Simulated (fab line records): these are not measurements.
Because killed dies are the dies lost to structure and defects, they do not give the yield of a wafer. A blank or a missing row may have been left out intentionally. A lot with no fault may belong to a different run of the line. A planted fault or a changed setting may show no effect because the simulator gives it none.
Code-filled problem report in 8D (eight disciplines) form + flow gf180mcu + the parts of the form that need people (team, actions taken, sign-off) are left out

## 1. THE PROBLEM
V1_CVD_02_THK at GF_V1_THK_MEAS_03 reads a mean of 931 nm on 1 wafer of 1 lot; wafers without a fault read 849 nm with a standard deviation of 11. That is +7.5 standard deviations from the usual mean.
The first sign was on wafer L751.6 at day 21 12:43, on film_metro-02. Wafers with a number at this step in the record: 36, from 12 lots. Rule for "out" (also "out of limits"): further than 4 standard deviations from the usual mean. Any other wafer with a number is counted as sound.

## 2. WHAT IT IS, WHAT IT ISN'T
| question                    | is                | is not                                                                                                   |
|-----------------------------|-------------------|----------------------------------------------------------------------------------------------------------|
| which readings at this step | V1_CVD_02_THK     | -                                                                                                        |
| which lots                  | L751              | L740, L741, L742, L743, L754, L755, L756, L759, L761, L762, L763                                         |
| which wafers of those lots  | L751.6            | L751.3, L751.5                                                                                           |
| read on which gauges        | film_metro-02     | film_metro-01, film_metro-04                                                                             |
| when                        | from day 21 12:43 | up to then (14 sound wafers); but 21 sound wafers of L754, L755, L756, L759, L761, L762, L763 came after |

## 3. SUSPECTS, AND WHAT RULES EACH OUT
Counting: a tool at a process step up to the reading stays a suspect if it ran every lot that is out. Sound lots after the first of them don't rule it out here, since some wafers of a struck lot are sound.
- the gauge at GF_V1_THK_MEAS_03 has been ruled out. All the wafers that are out were read on film_metro-02, but those of them that GF_V1_CVD_02 has rows for are out there too, on other tools.
- pvd_sputter-02 at GF_CONTACT_SPUTTER_22 (material Ti, target thk 15 nm, time 80.02 s): kept. It ran the lot that is out, L751 (day 20 11:15); its last sound lot up to then is L742 (day 16 22:28).
- pecvd-04 at GF_V1_CVD_02 (deposits SiO2 from TEOS, target thk 850 nm, time 94.851 s): kept. It ran the lot that is out, L751 (day 21 12:38); its last sound lot up to then is L741 (day 17 18:39). Its own readings are out on those wafers: run_length_s.
After counting, pvd_sputter-02 at GF_CONTACT_SPUTTER_22 and pecvd-04 at GF_V1_CVD_02 remain.

## 4. THE CAUSE (what the simulator had put in)
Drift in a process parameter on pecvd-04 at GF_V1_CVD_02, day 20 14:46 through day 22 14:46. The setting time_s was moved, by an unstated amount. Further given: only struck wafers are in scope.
Counting leaves 2 suspects; this tool is one of them.

## 5. THE CHAIN OF EFFECTS, in route order
One row per reading whose mean, taken over the struck wafers that have a number, lies over 3 standard deviations from the usual. Only readings for which the record gives a usual standard deviation are gone through. hours: the time from each lot's start at the first step in this table that gives one to its start at this step, as a median over the lots. sigmas: the change in usual standard deviations.
| hours | step              | reading            | usual   | on struck wafers | change | sigmas |
|-------|-------------------|--------------------|---------|------------------|--------|--------|
| 0     | GF_V1_CVD_02      | run_length_s       | 122.8 s | 131.5            | +8.7   | +19    |
| 0     | GF_V1_THK_MEAS_03 | V1_CVD_02_THK      | 849 nm  | 931              | +82    | +7.5   |
| 4     | GF_V1_CMP_04      | time_to_endpoint_s | 80 s    | 117              | +37    | +5.9   |
Process steps it contains:
- GF_V1_CVD_02: deposits SiO2 from TEOS, target thk 850 nm, time 94.851 s.
- GF_V1_CMP_04: polishes SiO2.
Later measuring or inspecting steps at which every struck wafer that the step has a row for has a number for every such reading, and none has moved that far: GF_V1_OVL_MEAS_15.

## 6. WHAT WOULD HAVE CAUGHT IT SOONER
In this record the first reading out of limits at a measuring or inspecting step was taken at day 21 12:43, 22 hours after the fault began at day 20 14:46.
Tool's own readings at GF_V1_CVD_02, run_length_s: out on all struck wafers the step has rows for; an alarm limit on them would have tripped on the first.
Each of the lots that are out, 1 in all, had begun GF_V1_CVD_02 on pecvd-04 no later than day 21 12:43. Holding the tool at that point would not have protected any of them.
